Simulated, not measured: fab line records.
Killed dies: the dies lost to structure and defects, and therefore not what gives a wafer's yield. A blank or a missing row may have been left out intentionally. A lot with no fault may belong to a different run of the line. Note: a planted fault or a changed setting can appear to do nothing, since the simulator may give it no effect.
Which of the tools did it? | flow sky130 | 11 lots, 33 wafers sampled, at 4 steps of a route of 708

## WHAT THE GAUGES SHOWED, per wafer
SKY_LI_CONTACT_THK_MEAS_23: measures by xrf.
lot  | measured     | on            | LI_CONTACT_W_THK (nm)
L808 | day 29 06:53 | film metro-03 | 381 380 381
L810 | day 29 18:39 | film metro-04 | 381 381 382
L812 | day 30 22:50 | film metro-04 | 375 371 367
L813 | day 31 05:11 | film metro-02 | 384 386 387
L816 | day 32 07:35 | film metro-02 | 380 377 376
L817 | day 32 09:36 | film metro-02 | 389 387 387
L822 | day 33 20:34 | film metro-03 | 389 390 387
L823 | day 34 00:06 | film metro-03 | 384 386 385
L824 | day 34 13:48 | film metro-03 | 395 394 393
L825 | day 34 20:22 | film metro-04 | 374 379 384
L831 | day 36 09:32 | film metro-03 | 397 387 392

SKY_CONTACT_RS_MEAS_25: uses a four-point probe to measure.
lot  | measured     | on            | CONTACT_W_RS (ohm/sq)
L808 | day 31 18:53 | film metro-02 | 0.334 0.336 0.336
L810 | day 32 05:31 | film metro-01 | 0.339 0.344 0.341
L812 | day 33 09:04 | film metro-04 | 0.342 0.331 0.333
L813 | day 33 14:53 | film metro-02 | 0.333 0.337 0.336
L816 | day 34 16:03 | film metro-01 | 0.345 0.336 0.342
L817 | day 34 17:22 | film metro-04 | 0.334 0.336 0.342
L822 | day 36 05:14 | film metro-01 | 0.334 0.341 0.342
L823 | day 36 07:21 | film metro-01 | 0.343 0.248 0.353
L824 | day 36 19:24 | film metro-02 | 0.338 0.248 0.249
L825 | day 37 03:14 | film metro-04 | 0.245 0.244 0.348
L831 | day 38 16:55 | film metro-02 | 0.340 0.337 0.340

SKY_CONTACT_THK_MEAS_26: measures by xrf.
lot  | measured     | on            | CONTACT_W_THK (nm)
L808 | day 31 18:59 | film metro-02 | 331 331 330
L810 | day 32 05:37 | film metro-01 | 328 326 329
L812 | day 33 09:11 | film metro-04 | 324 333 330
L813 | day 33 14:59 | film metro-02 | 333 330 330
L816 | day 34 16:09 | film metro-01 | 325 333 326
L817 | day 34 17:29 | film metro-04 | 331 328 323
L822 | day 36 05:20 | film metro-01 | 329 325 324
L823 | day 36 07:28 | film metro-01 | 323 438 316
L824 | day 36 19:31 | film metro-02 | 326 441 436
L825 | day 37 03:19 | film metro-04 | 449 451 322
L831 | day 38 17:02 | film metro-02 | 325 329 325

## WHICH TOOL RAN EACH LOT (tool, then ch and the chambers of the sampled wafers, then the start)
lot  | SKY_CONTACT_CVD_24
L808 | cvd w-01 ch 0, day 31 18:45
L810 | cvd w-01 ch 0, day 32 05:19
L812 | cvd w-01 ch 0,1, day 33 08:57
L813 | cvd w-01 ch 0, day 33 14:45
L816 | cvd w-01 ch 0,1, day 34 15:56
L817 | cvd w-02 ch 0,1, day 34 17:15
L822 | cvd w-01 ch 0,1, day 36 05:06
L823 | cvd w-01 ch 0,1, day 36 07:13
L824 | cvd w-01 ch 0,1, day 36 19:16
L825 | cvd w-01 ch 0,1, day 37 03:05
L831 | cvd w-02 ch 0,1, day 38 16:48
- SKY_CONTACT_CVD_24: deposits W, target thk 340 nm, time 102.12 s.

## AS READ BY THE TOOLS THEMSELVES (means over the sampled wafers that have a number; for cases with no such wafer, the mark the record gives instead)
SKY_CONTACT_CVD_24.
lot  | tool     | heater power w (W)
L808 | cvd w-01 | 896
L810 | cvd w-01 | 893
L812 | cvd w-01 | 850
L813 | cvd w-01 | 887
L816 | cvd w-01 | 822
L817 | cvd w-02 | 878
L822 | cvd w-01 | 807
L823 | cvd w-01 | 857
L824 | cvd w-01 | 823
L825 | cvd w-01 | 860
L831 | cvd w-02 | 965

## THE ANSWER, worked out from the rows above alone
Rule: what is usual is taken from the lots themselves. The widest of any qualifying gaps counts: lots, ordered by their means at a reading, are off when they make up no more than a third of the lots, leave a main group of 4 or more, and stand apart from it by 3 or more times the standard deviation of that group's means. A main group whose means are all the same, to the digits that the tables above print for the reading, isn't used. Also off: a lot with no number at a reading for which 4 or more lots have one. All remaining lots with rows at the step are treated as sound. After the gauges, taken in route order, come the tools' own readings; for these a lot's mean is taken, as printed above. At the first step where some lot is off, the reading lying furthest off is the one used; lots without a number count as furthest.
Off: at SKY_CONTACT_RS_MEAS_25 (CONTACT_W_RS), L823, L824, L825. The main group has a mean of 0.338 ohm/sq with a standard deviation of 0.0023.
If a tool, at a process step before that reading, ran all the lots that are off and no sound lot after the first of them, it fits. Gauges at SKY_CONTACT_RS_MEAS_25: tried the same way as those tools. One candidate fits, namely cvd w-01 at SKY_CONTACT_CVD_24. A fault onset in the window from L822 (day 36 05:06, its last sound lot) to L823 (day 36 07:13, its first lot off) fits.

## WHAT HAD BEEN PUT IN BY THE SIMULATOR
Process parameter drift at SKY_CONTACT_CVD_24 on cvd w-01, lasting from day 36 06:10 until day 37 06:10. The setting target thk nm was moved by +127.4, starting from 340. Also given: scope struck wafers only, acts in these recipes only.
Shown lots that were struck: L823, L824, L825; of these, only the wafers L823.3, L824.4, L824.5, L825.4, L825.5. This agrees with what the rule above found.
